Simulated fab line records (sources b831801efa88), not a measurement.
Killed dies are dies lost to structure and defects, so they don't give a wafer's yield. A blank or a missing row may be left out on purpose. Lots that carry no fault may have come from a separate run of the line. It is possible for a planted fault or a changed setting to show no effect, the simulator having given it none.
Which tool is to blame? + flow sky130 + 36 wafers from 12 lots sampled at 4 of the route's 708 steps

## WHAT EACH GAUGE READ, for each wafer
SKY_LDD_N_OVL_MEAS_07.
| lot  | measured     | on         | LDD_N_OVL (nm) |
|------|--------------|------------|----------------|
| L976 | day 17 15:26 | overlay-02 | 0.0 -0.1 -0.8  |
| L977 | day 18 07:25 | overlay-01 | -2.5 -3.6 -3.5 |
| L979 | day 19 10:10 | overlay-02 | -0.4 0.1 1.6   |
| L980 | day 19 12:55 | overlay-01 | -0.6 -2.3 0.4  |
| L982 | day 20 09:15 | overlay-01 | -3.0 -0.9 -2.9 |
| L984 | day 20 20:25 | overlay-01 | -1.1 -1.6 0.4  |
| L988 | day 22 10:17 | overlay-01 | 0.3 1.1 0.9    |
| L991 | day 23 13:40 | overlay-01 | -2.0 -0.2 -2.6 |
| L994 | day 24 16:22 | overlay-01 | -2.8 -3.4 -1.6 |
| L995 | day 24 17:52 | overlay-01 | -3.5 -1.8 -1.0 |
| L998 | day 26 04:35 | overlay-02 | -0.4 0.3 -0.2  |
| L999 | day 26 13:59 | overlay-02 | 1.7 0.9 -0.6   |

SKY_LDD_LDN_TW_MEAS_13.
| lot  | measured     | on            | LDD_LDN_TW     |
|------|--------------|---------------|----------------|
| L976 | day 22 20:05 | film metro-04 | 1478 1480 1484 |
| L977 | day 23 16:19 | film metro-04 | 1494 1484 1475 |
| L979 | day 24 15:32 | film metro-02 | 1499 1486 1483 |
| L980 | day 24 18:18 | film metro-03 | 1462 1452 1461 |
| L982 | day 25 12:24 | film metro-02 | 1488 1486 1499 |
| L984 | day 25 23:02 | film metro-02 | 1482 1491 1490 |
| L988 | day 27 12:00 | film metro-02 | 1384 1391 1394 |
| L991 | day 28 16:35 | film metro-04 | 1381 1367 1374 |
| L994 | day 29 14:27 | film metro-03 | 1460 1463 1470 |
| L995 | day 29 17:51 | film metro-04 | 1479 1472 1466 |
| L998 | day 31 00:25 | film metro-03 | 1457 1460 1464 |
| L999 | day 31 11:11 | film metro-02 | 1482 1476 1480 |

SKY_SPACER_THK_MEAS_01.
| lot  | measured     | on            | SPACER_CVD_00_THK (nm) |
|------|--------------|---------------|------------------------|
| L976 | day 23 00:27 | film metro-02 | 43.6 43.5 43.6         |
| L977 | day 23 17:37 | film metro-04 | 43.4 43.3 43.5         |
| L979 | day 24 17:50 | film metro-02 | 43.3 43.2 43.5         |
| L980 | day 24 19:37 | film metro-02 | 43.4 43.4 43.5         |
| L982 | day 25 13:43 | film metro-02 | 43.2 43.1 43.5         |
| L984 | day 26 00:21 | film metro-02 | 43.3 43.6 43.6         |
| L988 | day 27 13:19 | film metro-02 | 43.3 43.6 43.4         |
| L991 | day 28 17:54 | film metro-01 | 43.3 43.7 43.8         |
| L994 | day 29 17:29 | film metro-01 | 43.9 44.3 44.0         |
| L995 | day 29 19:44 | film metro-01 | 43.6 43.7 43.5         |
| L998 | day 31 02:44 | film metro-04 | 43.7 43.3 43.6         |
| L999 | day 31 14:10 | film metro-04 | 42.6 43.0 42.9         |

## EACH LOT AND THE TOOL THAT RAN IT (in order: tool; ch and the chambers of the sampled wafers; start)
| lot  | SKY_LDD_LDN_IMPLANT_08          |
|------|---------------------------------|
| L976 | implanter-03 ch 0, day 22 19:23 |
| L977 | implanter-04 ch 0, day 23 15:37 |
| L979 | implanter-01 ch 0, day 24 14:50 |
| L980 | implanter-03 ch 0, day 24 17:36 |
| L982 | implanter-01 ch 0, day 25 11:42 |
| L984 | implanter-04 ch 0, day 25 22:22 |
| L988 | implanter-04 ch 0, day 27 11:18 |
| L991 | implanter-04 ch 0, day 28 15:55 |
| L994 | implanter-01 ch 0, day 29 13:45 |
| L995 | implanter-01 ch 0, day 29 17:09 |
| L998 | implanter-03 ch 0, day 30 23:43 |
| L999 | implanter-04 ch 0, day 31 10:29 |
- SKY_LDD_LDN_IMPLANT_08

## WHAT THE TOOLS THEMSELVES READ (means of the sampled wafers that have a number; where no wafer has one, the mark that the record gives instead)
SKY_LDD_LDN_IMPLANT_08.
| lot  | tool         | dose ions cm2 | end station pressure torr (Torr) | faraday current uA |
|------|--------------|---------------|----------------------------------|--------------------|
| L976 | implanter-03 | 1.2480e+13    | 5.05e-06                         | 70.4               |
| L977 | implanter-04 | 1.2499e+13    | 5.31e-06                         | 69.7               |
| L979 | implanter-01 | 1.2501e+13    | 4.95e-06                         | 70.1               |
| L980 | implanter-03 | 1.2481e+13    | 4.84e-06                         | 70.6               |
| L982 | implanter-01 | 1.2501e+13    | 5.09e-06                         | 70.0               |
| L984 | implanter-04 | 1.2495e+13    | 5.22e-06                         | 70.9               |
| L988 | implanter-04 | 1.9277e+12    | 4.95e-06                         | 11.0               |
| L991 | implanter-04 | 1.9263e+12    | 4.72e-06                         | 11.1               |
| L994 | implanter-01 | 1.2489e+13    | 5.01e-06                         | 70.1               |
| L995 | implanter-01 | 1.2508e+13    | 5.07e-06                         | 71.2               |
| L998 | implanter-03 | 1.2503e+13    | 5.23e-06                         | 69.9               |
| L999 | implanter-04 | 1.2490e+13    | 4.82e-06                         | 68.6               |

## THE ANSWER, worked out from the rows above alone
Rule: the usual values come from the lots themselves. Put in order of their means at a reading, lots are off if they are a third of the lots or fewer, leave a main group of 4 or more, and stand apart from it by a gap of 3 or more times the standard deviation of the main group's means; of several such gaps the widest counts. A main group is skipped when, at the precision printed for the reading in the tables above, its means are all equal. Also off: a lot with no number at a reading for which 4 or more lots have one. The other lots that the step has rows for count as sound. First the gauges in route order, then the tools' own readings, where a lot's mean is used as printed above. The first step at which some lot is off is used, and at that step the reading that is off furthest; a lot without a number counts as furthest.
Off: L988, L991, at SKY_LDD_LDN_TW_MEAS_13 (LDD_LDN_TW). For the main group the mean is 1477 and the standard deviation 12.
A tool fits if, at a process step before that reading, it ran every lot that is off, and no sound lot after the first of them. The gauges at SKY_LDD_LDN_TW_MEAS_13 aren't tried: what is off there is off at SKY_LDD_LDN_IMPLANT_08 too, on other tools, and a gauge's error can't cause that. Of those tried, none fits.

## WHAT HAD BEEN PUT IN BY THE SIMULATOR
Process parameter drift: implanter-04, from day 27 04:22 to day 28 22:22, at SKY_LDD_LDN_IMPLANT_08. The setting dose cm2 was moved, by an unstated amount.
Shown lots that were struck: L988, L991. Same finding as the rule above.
